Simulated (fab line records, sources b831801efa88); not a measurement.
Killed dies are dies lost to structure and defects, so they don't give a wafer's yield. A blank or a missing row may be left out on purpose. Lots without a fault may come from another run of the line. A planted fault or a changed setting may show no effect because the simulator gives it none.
Which tool did it? | flow gf180mcu | 14 lots, 42 wafers sampled, at 4 steps of a route of 602

WHAT THE GAUGES READ, wafer by wafer
GF_V4_RS_MEAS_24: measures by four-point-probe. Usual: V4_W_RS 0.327 ohm/sq, standard deviation 0.0031.
lot  | measured     | on            | V4_W_RS (ohm/sq)     | flag
L988 | day 24 12:54 | film_metro-04 | 0.330 0.335 0.328    |
L990 | day 25 06:34 | film_metro-04 | 0.329 0.328 0.327    |
L991 | day 25 17:36 | film_metro-03 | 0.327 0.328 0.332    |
L993 | day 26 05:45 | film_metro-03 | 0.325 0.325 0.326    |
L994 | day 26 11:20 | film_metro-04 | 0.329 0.327 0.327    |
L996 | day 27 04:53 | film_metro-04 | 0.328 0.327 0.326    |
L998 | day 27 20:22 | film_metro-04 | 0.323 0.328 0.323    |
L997 | day 27 22:26 | film_metro-03 | 0.325 0.328 0.322    |
L100 | day 28 13:27 | film_metro-04 | 0.329 0.331 0.331    |
L101 | day 28 13:50 | film_metro-04 | 0.329 0.329 0.332    |
L102 | day 29 00:33 | film_metro-04 | 43.763 43.907 43.532 | OFF
L103 | day 29 08:55 | film_metro-03 | 44.311 43.828 44.565 | OFF
L106 | day 30 01:50 | film_metro-03 | 0.326 0.327 0.324    |
L111 | day 31 09:54 | film_metro-03 | 0.329 0.327 0.328    |

GF_V4_THK_MEAS_25: measures by xrf. Usual: V4_W_THK 346 nm, standard deviation 3.8.
lot  | measured     | on            | V4_W_THK (nm) | flag
L988 | day 24 13:01 | film_metro-04 | 343 339 344   |
L990 | day 25 06:40 | film_metro-04 | 339 342 344   |
L991 | day 25 17:43 | film_metro-03 | 347 348 343   |
L993 | day 26 05:50 | film_metro-03 | 347 347 348   |
L994 | day 26 11:26 | film_metro-04 | 346 346 347   |
L996 | day 27 05:00 | film_metro-04 | 342 347 346   |
L998 | day 27 20:29 | film_metro-04 | 347 344 350   |
L997 | day 27 22:33 | film_metro-03 | 351 346 354   |
L100 | day 28 13:34 | film_metro-04 | 340 339 341   |
L101 | day 28 13:56 | film_metro-04 | 341 343 340   |
L102 | day 29 00:40 | film_metro-04 | <0 - -        | OFF
L103 | day 29 09:02 | film_metro-03 | <0 <0 <0      | OFF
L106 | day 30 01:56 | film_metro-03 | 349 347 349   |
L111 | day 31 10:01 | film_metro-03 | 340 344 346   |

WHICH TOOL RAN EACH LOT (tool, then ch and the chambers of the sampled wafers, then the start)
lot  | GF_V4_CVD_02                    | GF_V4_CVD_23
L988 | pecvd-01 ch 0,2, day 23 13:49   | cvd_w-01 ch 0,1, day 24 12:46
L990 | pecvd-03 ch 0,1, day 24 07:51   | cvd_w-01 ch 0,1, day 25 06:25
L991 | pecvd-01 ch 0,1,2, day 24 18:16 | cvd_w-01 ch 0,1, day 25 17:26
L993 | pecvd-03 ch 0,1,2, day 25 06:49 | cvd_w-02 ch 1, day 26 05:33
L994 | pecvd-03 ch 1,2, day 25 12:19   | cvd_w-02 ch 1, day 26 11:08
L996 | pecvd-01 ch 1,2, day 26 06:44   | cvd_w-01 ch 0,1, day 27 04:46
L998 | pecvd-03 ch 1,2, day 26 22:13   | cvd_w-02 ch 0,1, day 27 20:15
L997 | pecvd-01 ch 1,2, day 27 00:57   | cvd_w-02 ch 0,1, day 27 22:19
L100 | pecvd-03 ch 0,2, day 27 14:38   | cvd_w-02 ch 0, day 28 13:20
L101 | pecvd-03 ch 0,1, day 27 16:10   | cvd_w-01 ch 0,1, day 28 13:44
L102 | pecvd-01 ch 0,2, day 28 03:23   | cvd_w-01 ch 0,1, day 29 00:26
L103 | pecvd-03 ch 0,1, day 28 12:41   | cvd_w-01 ch 0,1, day 29 08:47
L106 | pecvd-01 ch 0,2, day 29 05:52   | cvd_w-01 ch 0,1, day 30 01:44
L111 | pecvd-03 ch 0,1, day 30 14:59   | cvd_w-01 ch 0,1, day 31 09:46
- GF_V4_CVD_02: deposits SiO2 from TEOS, target thk 850 nm, time 94.851 s.
- GF_V4_CVD_23: deposits W, target thk 350 nm, time 104.9 s.

WHAT THE TOOLS THEMSELVES READ (means of the sampled wafers that have a number; where no wafer has one, the mark that the record gives instead)
GF_V4_CVD_02. Usual: heater_power_outer_w 385 W, standard deviation 110; heater_power_w 638 W, standard deviation 140.
lot  | tool     | heater_power_outer_w (W) | heater_power_w (W) | flag
L988 | pecvd-01 | 420                      | 659                |
L990 | pecvd-03 | 282                      | 508                |
L991 | pecvd-01 | 370                      | 616                |
L993 | pecvd-03 | 392                      | 650                |
L994 | pecvd-03 | 451                      | 739                |
L996 | pecvd-01 | 374                      | 621                |
L998 | pecvd-03 | 487                      | 779                |
L997 | pecvd-01 | 367                      | 604                |
L100 | pecvd-03 | 313                      | 549                |
L101 | pecvd-03 | 290                      | 525                |
L102 | pecvd-01 | 387                      | 640                |
L103 | pecvd-03 | 348                      | 603                |
L106 | pecvd-01 | 467                      | 728                |
L111 | pecvd-03 | 265                      | 480                |

GF_V4_CVD_23. Usual: chamber_pressure_Torr 40.00 Torr, standard deviation 0.076; heater_power_outer_w 563 W, standard deviation 38; heater_power_w 889 W, standard deviation 44.
lot  | tool     | chamber_pressure_Torr (Torr) | heater_power_outer_w (W) | heater_power_w (W) | flag
L988 | cvd_w-01 | 40.06                        | 584                      | 915                |
L990 | cvd_w-01 | 39.88                        | 559                      | 871                |
L991 | cvd_w-01 | 39.99                        | 562                      | 869                |
L993 | cvd_w-02 | 40.01                        | 530                      | 881                |
L994 | cvd_w-02 | 40.08                        | 537                      | 887                |
L996 | cvd_w-01 | 39.98                        | 580                      | 916                |
L998 | cvd_w-02 | 39.97                        | 562                      | 888                |
L997 | cvd_w-02 | 40.05                        | 560                      | 901                |
L100 | cvd_w-02 | 39.92                        | 575                      | 872                |
L101 | cvd_w-01 | 39.94                        | 561                      | 883                |
L102 | cvd_w-01 | -                            | -                        | -                  | OFF
L103 | cvd_w-01 | -                            | -                        | -                  | OFF
L106 | cvd_w-01 | 40.09                        | 562                      | 878                |
L111 | cvd_w-01 | 39.97                        | 569                      | 877                |

THE ANSWER, worked out from the rows above alone
Rule: a lot is off if the mean of its wafers that have a number lies more than 3 standard deviations from the usual mean. A lot without any number at a reading at which 4 lots or more have one is off too. The other lots that the step has rows for count as sound. The gauges are gone through in route order, then the tools' own readings, and for those a lot's mean is taken as printed above. The first step at which some lot is off is used, and at that step the reading that is off furthest; a lot without a number counts as furthest.
Off: L102, L103, at GF_V4_RS_MEAS_24 (V4_W_RS).
A tool fits if, at a process step before that reading, it ran every lot that is off, and no sound lot after the first of them. The gauges at GF_V4_RS_MEAS_24 aren't tried: what is off there is off at GF_V4_CVD_23 too, on other tools, and a gauge's error can't cause that. None of those tried fits.

WHAT THE SIMULATOR HAD PUT IN
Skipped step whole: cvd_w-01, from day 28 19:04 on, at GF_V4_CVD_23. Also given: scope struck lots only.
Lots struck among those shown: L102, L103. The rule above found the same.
